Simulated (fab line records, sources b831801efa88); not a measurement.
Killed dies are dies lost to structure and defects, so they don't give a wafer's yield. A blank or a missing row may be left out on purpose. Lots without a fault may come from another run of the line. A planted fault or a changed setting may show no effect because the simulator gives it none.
Which tool did it? | flow sky130 | 13 lots, 39 wafers sampled, at 3 steps of a route of 708

WHAT THE GAUGES READ, wafer by wafer
SKY_SD_N_TW_MEAS_12. Usual: SD_N_TW 3983, standard deviation 58.
lot  | measured     | on            | SD_N_TW        | flag
L375 | day 27 20:10 | film_metro-01 | 3999 4015 4010 |
L376 | day 28 02:31 | film_metro-02 | 4071 4080 4065 |
L378 | day 28 22:38 | film_metro-01 | 3986 4006 4014 |
L381 | day 30 12:20 | film_metro-01 | 3991 3970 3984 |
L382 | day 30 14:17 | film_metro-01 | 3993 3997 4021 |
L383 | day 30 17:55 | film_metro-01 | 4019 4001 4022 |
L386 | day 31 09:02 | film_metro-04 | 3898 3915 3872 |
L387 | day 31 18:02 | film_metro-01 | 4023 3999 3992 |
L388 | day 32 00:25 | film_metro-04 | 3879 3898 3886 |
L389 | day 32 08:31 | film_metro-01 | 4005 4012 4015 |
L395 | day 34 11:31 | film_metro-02 | 4050 4057 4020 |
L397 | day 34 22:26 | film_metro-02 | 4007 4023 4004 |
L398 | day 35 05:38 | film_metro-04 | 3916 3904 3937 |

SKY_LI_CONTACT_RS_MEAS_22: measures by four-point-probe. Usual: LI_CONTACT_W_RS 0.285 ohm/sq, standard deviation 0.005.
lot  | measured     | on            | LI_CONTACT_W_RS (ohm/sq) | flag
L375 | day 29 01:14 | film_metro-01 | 0.288 0.286 0.284        |
L376 | day 29 08:29 | film_metro-01 | 0.288 0.284 0.285        |
L378 | day 30 04:32 | film_metro-02 | 0.286 0.288 0.283        |
L381 | day 31 17:37 | film_metro-04 | 0.287 0.288 0.287        |
L382 | day 31 19:12 | film_metro-04 | 0.284 0.284 0.284        |
L383 | day 31 23:05 | film_metro-04 | 0.289 0.286 0.284        |
L386 | day 32 14:41 | film_metro-01 | 0.286 0.284 0.284        |
L387 | day 32 22:38 | film_metro-01 | 0.274 0.286 0.280        |
L388 | day 33 07:12 | film_metro-01 | 0.289 0.281 0.290        |
L389 | day 33 12:27 | film_metro-04 | 0.286 0.283 0.291        |
L395 | day 35 15:21 | film_metro-01 | 0.274 0.275 0.281        |
L397 | day 36 01:43 | film_metro-01 | 0.278 0.287 0.278        |
L398 | day 36 09:43 | film_metro-04 | 0.289 0.280 0.291        |

SKY_LOCAL_INTERCONNECT_OVL_MEAS_12. Usual: LOCAL_INTERCONNECT_OVL 2 nm, standard deviation 5.8.
lot  | measured     | on         | LOCAL_INTERCONNECT_OVL (nm) | flag
L375 | day 30 05:07 | overlay-01 | -12 -6 0                    |
L376 | day 30 12:50 | overlay-01 | -5 -4 3                     |
L378 | day 31 08:17 | overlay-01 | 3 -10 3                     |
L381 | day 32 21:11 | overlay-01 | 4 2 1                       |
L382 | day 32 22:00 | overlay-02 | 4 5 12                      |
L383 | day 33 02:34 | overlay-01 | -9 1 2                      |
L386 | day 33 18:24 | overlay-01 | -7 0 6                      |
L387 | day 34 01:36 | overlay-01 | -1 3 3                      |
L388 | day 34 09:32 | overlay-02 | -9 3 -8                     |
L389 | day 34 15:11 | overlay-01 | 8 4 11                      |
L395 | day 36 18:08 | overlay-02 | -2 7 -5                     |
L397 | day 37 04:32 | overlay-02 | 17 -1 12                    |
L398 | day 37 12:09 | overlay-02 | -4 -7 7                     |

WHICH TOOL RAN EACH LOT (tool, then ch and the chambers of the sampled wafers, then the start)
The record holds no process step before these readings.

WHAT THE TOOLS THEMSELVES READ (means of the sampled wafers that have a number; where no wafer has one, the mark that the record gives instead)
The record holds no such reading with a usual standard deviation.

THE ANSWER, worked out from the rows above alone
Rule: a lot is off if the mean of its wafers that have a number lies more than 3 standard deviations from the usual mean. A lot without any number at a reading at which 4 lots or more have one is off too. The other lots that the step has rows for count as sound. The gauges are gone through in route order, then the tools' own readings, and for those a lot's mean is taken as printed above. The first step at which some lot is off is used, and at that step the reading that is off furthest; a lot without a number counts as furthest.
No lot is off at any reading shown: from this, nothing can be told.

WHAT THE SIMULATOR HAD PUT IN
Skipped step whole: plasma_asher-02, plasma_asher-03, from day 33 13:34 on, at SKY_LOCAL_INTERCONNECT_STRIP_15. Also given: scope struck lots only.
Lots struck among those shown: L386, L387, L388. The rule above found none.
